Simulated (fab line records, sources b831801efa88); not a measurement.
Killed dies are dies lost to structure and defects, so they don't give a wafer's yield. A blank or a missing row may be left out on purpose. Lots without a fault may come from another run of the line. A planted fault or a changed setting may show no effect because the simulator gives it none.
fab line records | flow sky130
record lots=13 wafers=39 last_day=50
route steps=708 shown SD_P@328 LI_CONTACT@382 LOCAL_INTERCONNECT@388 PAD_OPEN@708
lots that met no fault: from a run of the same line without faults
start_h: hours from the record's first day to the start of the lot's first wafer shown | wait_h: hours since the lot's step before | " the same as in the row above | L1.1+2: a row that stands for several wafers | - no value, or no start given | * or withheld: withheld | < > ~ a bound
route shown NAME@n: a module of which the file shows steps, and the number in the route of the first | usual: mean/standard deviation of fault-free wafers | same: alike in all rows | chamber/n: place in a boat | sites: the reading at each site | _std_site: their standard deviation | _edge_site: outer sites' mean less inner sites' | radius_mm: how far each site lies from the wafer's centre | mask NAME#n: copy n | behind: the tool/chamber that last shaped the wafer | hold: why the lot was held/for how many hours/how that ended | device: the transistor (n, p or np) that didn't switch | end of line: the same wafers' tests at the end of the route | a step without rows: its recipe alone | killed: dies lost to structure and defects at the first sort, not the wafer's yield | map: a wafer's dies, x killed, . not, _ none there
set.NAME: the setting as run; set.NAME@STEP: as run at that earlier step | model.NAME: the simulator's own value behind a step, which no gauge read
steps of the route over a sample of lots; a table a step, a row a wafer
services: from which hour (start_h, from the record's first day; less than 0 if before it) a tool's chamber was out of use, for how many hours, and why
## steps
# step SKY_SD_P_OVL_MEAS_08
# usual SD_P_OVL=0.8/1.3
# columns lot.wafer tool chamber start_h wait_h SD_P_OVL[nm]
L296.2 overlay-02 - 568.95 0.1 -0.2
L296.4 " - " " -1.4
L296.6 " - " " -2.0
L299.1 overlay-02 - 606.61 0.1 1.7
L299.3 " - " " 1.3
L299.4 " - " " 0.5
L301.2 overlay-02 - 617.43 0.1 1.6
L301.4 " - " " 1.2
L301.5 " - " " 0.7
L306.4 overlay-01 - 663.97 0.1 -0.9
L306.5 " - " " -2.0
L306.6 " - " " -0.4
L308.1 overlay-01 - 679.07 0.1 1.8
L308.2 " - " " 2.5
L308.3 " - " " 1.7
L311.2 overlay-02 - 734.17 0.1 -1.1
L311.5 " - " " -1.5
L311.6 " - " " -0.5
L312.1 overlay-01 - 748.52 0.1 0.2
L312.2 " - " " 1.4
L312.3 " - " " 2.2
L313.1 overlay-01 - 751.10 0.1 2.6
L313.5 " - " " 1.8
L313.6 " - " " 1.2
L314.2 overlay-01 - 757.90 0.1 1.3
L314.3 " - " " -0.7
L314.4 " - " " 0.9
L315.1 overlay-02 - 762.74 0.1 -2.3
L315.5 " - " " -1.4
L315.6 " - " " -0.3
L317.1 overlay-01 - 778.59 0.1 1.3
L317.3 " - " " 0.2
L317.4 " - " " 1.5
L319.1 overlay-01 - 785.36 0.1 2.0
L319.3 " - " " 0.5
L319.6 " - " " 1.3
L318.3 overlay-02 - 790.12 0.1 1.4
L318.4 " - " " 1.2
L318.5 " - " " 1.2
# step SKY_LI_CONTACT_SPUTTER_20
# recipe material=TiN target_thk_nm=20 chamber_pressure_pa=5 power_w=4000 time_s=80
# usual throttle_valve_pct=30.0/1.2
# columns lot.wafer tool chamber start_h wait_h throttle_valve_pct
L296.2 pvd_sputter-02 - 657.13 0.0 28.4
L296.4 " - " " 30.8
L296.6 " - " " 28.0
L299.1 pvd_sputter-02 - 694.24 0.0 27.8
L299.3 " - " " 31.1
L299.4 " - " " 30.9
L301.2 pvd_sputter-01 - 703.93 0.0 28.1
L301.4 " - " " 30.6
L301.5 " - " " 31.4
L306.4 pvd_sputter-02 - 748.70 0.0 30.9
L306.5 " - " " 27.9
L306.6 " - " " 30.9
L308.1 pvd_sputter-01 - 763.14 0.0 31.5
L308.2 " - " " 30.5
L308.3 " - " " 28.0
L311.2 pvd_sputter-01 - 817.50 0.0 28.0
L311.5 " - " " 30.3
L311.6 " - " " 28.2
L312.1 pvd_sputter-02 - 830.25 0.0 28.1
L312.2 " - " " 31.2
L312.3 " - " " 29.5
L313.1 pvd_sputter-01 - 831.38 0.0 30.3
L313.5 " - " " 28.1
L313.6 " - " " 29.9
L314.2 pvd_sputter-01 - 840.14 0.0 29.8
L314.3 " - " " 30.3
L314.4 " - " " 28.2
L315.1 pvd_sputter-03 - 844.21 0.0 32.1
L315.5 " - " " 30.8
L315.6 " - " " 32.1
L317.1 pvd_sputter-01 - 856.88 0.0 28.1
L317.3 " - " " 31.3
L317.4 " - " " 29.9
L319.1 pvd_sputter-02 - 866.09 0.0 28.2
L319.3 " - " " 30.9
L319.6 " - " " 30.8
L318.3 pvd_sputter-01 - 871.05 0.0 31.3
L318.4 " - " " 30.2
L318.5 " - " " 29.9
# step SKY_LI_CONTACT_RS_MEAS_22
# recipe thk_meas_gauge=four-point-probe reads=W_of_LI_CONTACT_CVD_21+TiN_of_LI_CONTACT_SPUTTER_20+Ti_of_LI_CONTACT_SPUTTER_19
# usual LI_CONTACT_W_RS=0.2839/0.0028
# columns lot.wafer tool chamber start_h wait_h hold LI_CONTACT_W_RS[ohm/sq]
L296.2 film_metro-02 - 657.33 0.1 - 0.2818
L296.4 " - " " - 0.2779
L296.6 " - " " - 0.2814
L299.1 film_metro-01 - 694.42 0.1 - 0.2863
L299.3 " - " " - 0.2839
L299.4 " - " " - 0.2854
L301.2 film_metro-02 - 704.13 0.1 - 0.2879
L301.4 " - " " - 0.2875
L301.5 " - " " - 0.2861
L306.4 film_metro-03 - 748.94 0.1 await_dispo/0.2h/release 0.2837
L306.5 " - " " await_dispo/0.2h/release 0.2846
L306.6 " - " " await_dispo/0.2h/release 0.2876
L306.4 film_metro-03 - 749.23 0.3 - 0.2840
L306.5 " - " " - 0.2848
L306.6 " - " " - 0.2873
L308.1 film_metro-01 - 763.32 0.1 - 0.2857
L308.2 " - " " - 0.2864
L308.3 " - " " - 0.2878
L311.2 film_metro-03 - 817.70 0.1 - 0.2856
L311.5 " - " " - 0.2833
L311.6 " - " " - 0.2877
L312.1 film_metro-02 - 830.43 0.1 - 0.2818
L312.2 " - " " - 0.2844
L312.3 " - " " - 0.2836
L313.1 film_metro-03 - 831.56 0.1 - 0.2766
L313.5 " - " " - 0.2790
L313.6 " - " " - 0.2831
L314.2 film_metro-03 - 840.35 0.1 - 0.2814
L314.3 " - " " - 0.2828
L314.4 " - " " - 0.2848
L315.1 film_metro-02 - 844.40 0.1 - 0.2864
L315.5 " - " " - 0.2798
L315.6 " - " " - 0.2840
L317.1 film_metro-01 - 857.06 0.1 - 0.2855
L317.3 " - " " - 0.2869
L317.4 " - " " - 0.2842
L319.1 film_metro-02 - 866.27 0.1 - 0.2846
L319.3 " - " " - 0.2857
L319.6 " - " " - 0.2828
L318.3 film_metro-02 - 871.28 0.1 - 0.2856
L318.4 " - " " - 0.2850
L318.5 " - " " - 0.2832
# step SKY_LOCAL_INTERCONNECT_RS_MEAS_01
# recipe thk_meas_gauge=four-point-probe reads=TiN_of_LOCAL_INTERCONNECT_SPUTTER_00
# usual LOCAL_INTERCONNECT_TIN_RS=14.14/0.19
# columns lot.wafer tool chamber start_h wait_h LOCAL_INTERCONNECT_TIN_RS[ohm/sq]
L296.2 film_metro-01 - 657.88 0.1 14.01
L296.4 " - " " 13.89
L296.6 " - " " 14.07
L299.1 film_metro-03 - 694.97 0.0 13.95
L299.3 " - " " 14.19
L299.4 " - " " 14.34
L301.2 film_metro-03 - 704.68 0.1 13.97
L301.4 " - " " 13.83
L301.5 " - " " 13.79
L306.4 film_metro-01 - 752.34 0.1 14.00
L306.5 " - " " 14.01
L306.6 " - " " 14.28
L308.1 film_metro-03 - 763.87 0.0 14.28
L308.2 " - " " 14.48
L308.3 " - " " 14.24
L311.2 film_metro-04 - 818.24 0.1 14.10
L311.5 " - " " 14.11
L311.6 " - " " 14.39
L312.1 film_metro-04 - 830.98 0.0 13.96
L312.2 " - " " 13.82
L312.3 " - " " 13.95
L313.1 film_metro-04 - 832.11 0.0 14.01
L313.5 " - " " 14.26
L313.6 " - " " 14.18
L314.2 film_metro-01 - 841.10 0.1 14.23
L314.3 " - " " 14.16
L314.4 " - " " 14.17
L315.1 film_metro-01 - 845.07 0.0 14.22
L315.5 " - " " 14.32
L315.6 " - " " 14.42
L317.1 film_metro-01 - 857.61 0.0 14.00
L317.3 " - " " 13.83
L317.4 " - " " 13.78
L319.1 film_metro-04 - 866.82 0.0 14.01
L319.3 " - " " 14.02
L319.6 " - " " 14.20
L318.3 film_metro-04 - 871.82 0.1 14.27
L318.4 " - " " 14.52
L318.5 " - " " 14.37
# step SKY_LOCAL_INTERCONNECT_THK_MEAS_02
# recipe thk_meas_gauge=xrf reads=TiN_of_LOCAL_INTERCONNECT_SPUTTER_00
# usual LOCAL_INTERCONNECT_TIN_THK=99.6/1.4
# columns lot.wafer tool chamber start_h wait_h LOCAL_INTERCONNECT_TIN_THK[nm]
L296.2 film_metro-01 - 657.99 0.1 100.1
L296.4 " - " " 100.6
L296.6 " - " " 99.7
L299.1 film_metro-03 - 695.09 0.1 100.8
L299.3 " - " " 99.1
L299.4 " - " " 97.7
L301.2 film_metro-03 - 704.79 0.1 100.2
L301.4 " - " " 100.9
L301.5 " - " " 101.5
L306.4 film_metro-01 - 752.89 0.5 100.5
L306.5 " - " " 99.9
L306.6 " - " " 98.5
L308.1 film_metro-03 - 763.99 0.1 98.0
L308.2 " - " " 96.6
L308.3 " - " " 98.3
L311.2 film_metro-04 - 818.35 0.1 100.4
L311.5 " - " " 100.9
L311.6 " - " " 98.9
L312.1 film_metro-04 - 831.10 0.1 101.6
L312.2 " - " " 102.4
L312.3 " - " " 101.9
L313.1 film_metro-04 - 832.23 0.1 101.5
L313.5 " - " " 99.3
L313.6 " - " " 100.4
L314.2 film_metro-01 - 841.21 0.1 98.7
L314.3 " - " " 98.5
L314.4 " - " " 98.5
L315.1 film_metro-01 - 845.19 0.1 98.3
L315.5 " - " " 98.2
L315.6 " - " " 97.2
L317.1 film_metro-01 - 857.73 0.1 99.9
L317.3 " - " " 101.3
L317.4 " - " " 102.1
L319.1 film_metro-04 - 866.94 0.1 100.2
L319.3 " - " " 100.5
L319.6 " - " " 99.4
L318.3 film_metro-04 - 871.92 0.1 98.9
L318.4 " - " " 97.3
L318.5 " - " " 97.9
# step SKY_PAD_OPEN_PROBE_99
# usual killed_at_M0_to_M3=44/7.3 killed_at_M4_up=3.2/1.8 killed_at_contacts=24/5.4 killed_at_front_end=16/4.4 killed_at_other=0.3/0.48 killed_dies=86/9.5 killed_open=47/7.7 killed_short=39/6.4
# same gross_dies=492 killed_at_back_side=0
# columns lot.wafer tool chamber start_h wait_h killed_at_M0_to_M3 killed_at_M4_up killed_at_contacts killed_at_front_end killed_at_other killed_dies killed_open killed_short
L306.4 prober-02 - 1126.93 0.2 53 3 22 20 0 98 57 41
L306.5 prober-02 - 1126.98 0.2 47 5 24 19 0 95 43 52
L306.6 prober-02 - 1127.03 0.2 38 3 18 10 1 70 40 30
# killed by level:class
L306.4 VIA1:geometric_particle:open=16 LI_CONTACT:geometric_particle:open=7 VIA3:geometric_particle:open=7 CONTACT:geometric_particle:open=6 VIA2:geometric_particle:open=6 FIELD_ISO:geometric_particle:open=5 POLY_GATE:geometric_particle:open=5 METAL1:geometric_particle:short=5
L306.5 VIA1:geometric_particle:open=13 METAL1:geometric_particle:short=9 FIELD_ISO:geometric_particle:open=7 VIA1:geometric_particle:short=6 LI_CONTACT:geometric_particle:open=6 LOCAL_INTERCONNECT:geometric_particle:short=6 CONTACT:geometric_particle:short=6 VIA3:geometric_particle:open=5
L306.6 VIA1:geometric_particle:open=12 VIA3:geometric_particle:open=7 VIA2:geometric_particle:open=6 LI_CONTACT:geometric_particle:open=5 VIA1:geometric_particle:short=5 CONTACT:geometric_particle:short=4 LOCAL_INTERCONNECT:geometric_particle:short=4 FIELD_ISO:geometric_particle:short=3
## services
# columns tool chamber start_h hours kind
pvd_sputter-01 - 640.19 2.8 repair
pvd_sputter-02 - 703.11 2.9 repair
pvd_sputter-02 3 822.40 - consumable_replace:kit
pvd_sputter-02 3 822.40 18.0 scheduled_down
pvd_sputter-02 3 822.40 18.0 vent_cycle
pvd_sputter-01 1 826.12 - consumable_replace:kit
pvd_sputter-01 1 826.12 18.0 scheduled_down
pvd_sputter-01 1 826.12 18.0 vent_cycle
pvd_sputter-03 3 832.59 - consumable_replace:kit
pvd_sputter-03 3 832.59 18.0 scheduled_down
pvd_sputter-03 3 832.59 18.0 vent_cycle
pvd_sputter-03 - 852.90 2.4 repair
pvd_sputter-03 - 859.39 0.8 repair
## key
first_sign step=SKY_LI_CONTACT_RS_MEAS_22 reading=visit direction=added
effect none on later readings
met_at SKY_LI_CONTACT_SPUTTER_20
struck_lots L306
tester_left_out L306
not_acting_at SKY_SD_P_OVL_MEAS_08,SKY_LOCAL_INTERCONNECT_RS_MEAS_01,SKY_LOCAL_INTERCONNECT_THK_MEAS_02
onset_between 694.24 748.70
fault kind=process_parameter_drift tool=pvd_sputter-02 chamber=- onset_h=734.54 steps=SKY_LI_CONTACT_SPUTTER_20 channel=target_thk_nm offset=-14.035 shape=step end_h=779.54 acts_in=these_recipes_only stated=20
# tester_left_out: of these lots the tester's yield and bins aren't shown, on N5 and GAA mostly nor the transistor test; their killed dies are dies lost to structure and defects alone, not to doping, threshold or leakage, so they don't give the yield
